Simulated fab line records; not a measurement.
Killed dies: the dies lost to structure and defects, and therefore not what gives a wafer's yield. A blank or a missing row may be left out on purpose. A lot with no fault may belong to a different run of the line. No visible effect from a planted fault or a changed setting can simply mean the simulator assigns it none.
Matching of chambers | flow gf180mcu | pecvd-01 running GF_V4_CVD_02: 3 sister chambers
The step deposits SiO2 from TEOS, target thk 850 nm, time 94.851 s. 24 wafers are shown with their chamber, then 12 later ones without.

== WAFERS, EACH WITH ITS CHAMBER ==
wafer  | chamber | heater_power_w (W)
L074.1 | 2       | 749
L074.4 | 1       | 618
L074.6 | 2       | 781
L075.1 | 2       | 735
L075.3 | 1       | 563
L075.5 | 1       | 583
L077.1 | 0       | 640
L077.3 | 2       | 705
L077.4 | 1       | 623
L080.1 | 1       | 597
L080.2 | 0       | 669
L080.3 | 2       | 752
L080.4 | 2       | 780
L080.5 | 0       | 718
L080.6 | 1       | 482
L082.3 | 0       | 631
L082.4 | 1       | 628
L082.5 | 2       | 655
L083.1 | 2       | 781
L083.4 | 0       | 597
L083.6 | 1       | 567
L089.3 | 2       | 646
L089.4 | 2       | 722
L089.6 | 1       | 596

SIGNATURES, as means of the wafers listed above
reading        | chamber 0 | chamber 1 | chamber 2 | scatter within a chamber
heater_power_w | 651.00    | 584.11    | 730.60    | 46.9
Rule: for each reading, subtract the chamber's mean from the wafer's reading, divide by that reading's scatter and square the result; add these up over the readings and take the root, which gives the wafer's distance from the chamber. The wafer belongs to the nearest chamber; if the next one is less than 2 further off, it can't be placed. The scatter: the root of (the sum of the squares of (reading less its chamber's mean) over the shown wafers, divided by (wafers less chambers)).

== WAFERS WITHOUT THEIR CHAMBER ==
wafer  | heater_power_w (W)
L091.2 | 607
L091.4 | 632
L091.5 | 769
L093.1 | 661
L093.2 | 746
L093.6 | 785
L096.1 | 632
L096.2 | 594
L096.3 | 802
L097.1 | 670
L097.3 | 568
L097.4 | 756

== WHICH CHAMBER EACH ONE RAN IN ==
wafer  | from the rows above          | in truth
L091.2 | can't be placed: 1 or 0      | 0
L091.4 | can't be placed: 0 or 1 or 2 | 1
L091.5 | can't be placed: 2 or 0      | 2
L093.1 | can't be placed: 0 or 2 or 1 | 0
L093.2 | can't be placed: 2 or 0      | 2
L093.6 | can't be placed: 2 or 0      | 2
L096.1 | can't be placed: 0 or 1 or 2 | 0
L096.2 | can't be placed: 1 or 0      | 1
L096.3 | can't be placed: 2 or 0      | 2
L097.1 | can't be placed: 0 or 2 or 1 | 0
L097.3 | can't be placed: 1 or 0      | 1
L097.4 | can't be placed: 2 or 0      | 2
Placed correctly: 0 of 12. These rows do not allow placing 12 (true chamber among the candidates in 12). Placed wrongly: 0.
